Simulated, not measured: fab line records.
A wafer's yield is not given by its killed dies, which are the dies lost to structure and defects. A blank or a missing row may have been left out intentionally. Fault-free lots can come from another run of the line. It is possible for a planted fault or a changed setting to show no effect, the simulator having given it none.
8D (eight disciplines) problem report, filled in by code | flow sky130 | the parts of the form that need people (team, actions taken, sign-off) are left out

== 1. WHAT WENT WRONG ==
LDD_HVN_TW at SKY_LDD_HVN_TW_MEAS_10 reads a mean of 1385 on 1 wafer of 1 lot; wafers without a fault read 1445 with a standard deviation of 13. Relative to the usual mean, that is a shift of -4.6 standard deviations.
Earliest sighting: wafer L626.4 on filmMetro-04 at day 27 15:08. Wafers with a number at this step in the record: 38, from 13 lots. Rule for "out", or "out of limits": more than 4 standard deviations from the usual mean. The other wafers with a number count as sound.

== 2. WHAT IT IS, WHAT IT ISN'T ==
question                    | is                | is not
which readings at this step | LDD_HVN_TW        | -
which lots                  | L626              | L605, L607, L608, L610, L611, L612, L613, L615, L616, L617, L621, L627
which wafers of those lots  | L626.4            | L626.5
read on which gauges        | filmMetro-04      | filmMetro-01, filmMetro-02
when                        | from day 27 15:08 | up to then (34 sound wafers); but 3 sound wafers of L627 came after

== 3. SUSPECTS, AND WHAT RULES EACH OUT ==
Counting: a tool at a process step up to the reading stays a suspect if it ran every lot that is out. Sound lots after the first of them don't rule it out here, since some wafers of a struck lot are sound.
- the gauge at SKY_LDD_HVN_TW_MEAS_10: kept. All the wafers that are out were read on filmMetro-04, and no step on other tools shows them out.
- implanter-02 at SKY_LDD_HVN_IMPLANT_08: kept. L626, the lot that is out, went through it at day 27 14:55; up to then, the latest sound lot through it was L615 at day 24 14:10.
After counting, implanter-02 at SKY_LDD_HVN_IMPLANT_08 and filmMetro-04 at SKY_LDD_HVN_TW_MEAS_10 remain.

== 4. THE CAUSE (what the simulator had put in) ==
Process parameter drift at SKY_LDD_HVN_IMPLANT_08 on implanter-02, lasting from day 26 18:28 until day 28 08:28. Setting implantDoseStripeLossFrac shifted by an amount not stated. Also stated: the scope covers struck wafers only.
Counting left 2 suspects, and this tool is among them.

== 5. SEQUENCE OF EFFECTS, ordered by route ==
Rows list readings where the struck wafers' mean (over those with a number) sits beyond 3 standard deviations from the usual. Readings are gone through only where the record gives a usual standard deviation; hours: the median, over the lots, of the time from a lot's start at the first step in this table giving one to that lot's start at this step; sigmas: the change measured in usual standard deviations.
hours | step                   | reading         | usual | on struck wafers | change | sigmas
0     | SKY_LDD_HVN_TW_MEAS_10 | LDD_HVN_TW      | 1445  | 1385             | -60    | -4.6
546   | SKY_PAD_OPEN_PROBE_99  | killed_at_M4_up | 3.2   | 9.0              | +5.8   | +3.2
It contains these process steps:
- SKY_PAD_OPEN_PROBE_99
At these later measuring or inspecting steps, every struck wafer for which the step has a row has a number for every such reading, and none has moved that far: SKY_LDD_HVP_OVL_MEAS_07, SKY_LDD_LDN_OVL_MEAS_07.

== 6. WHAT WOULD HAVE CAUGHT IT SOONER ==
Counted from the fault's start at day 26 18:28, it took 21 hours until the first out-of-limits reading at a measuring or inspecting step in this record, taken at day 27 15:08.
Tool readings at SKY_LDD_HVN_IMPLANT_08 with a usual standard deviation given in the record: none out on any struck wafer, hence no alarm at a limit of 4 standard deviations on them.
The start of SKY_LDD_HVN_IMPLANT_08 on implanter-02 came by day 27 15:08 for every one of the lots that are out (1). Tool hold at that time: it would have spared none of them.
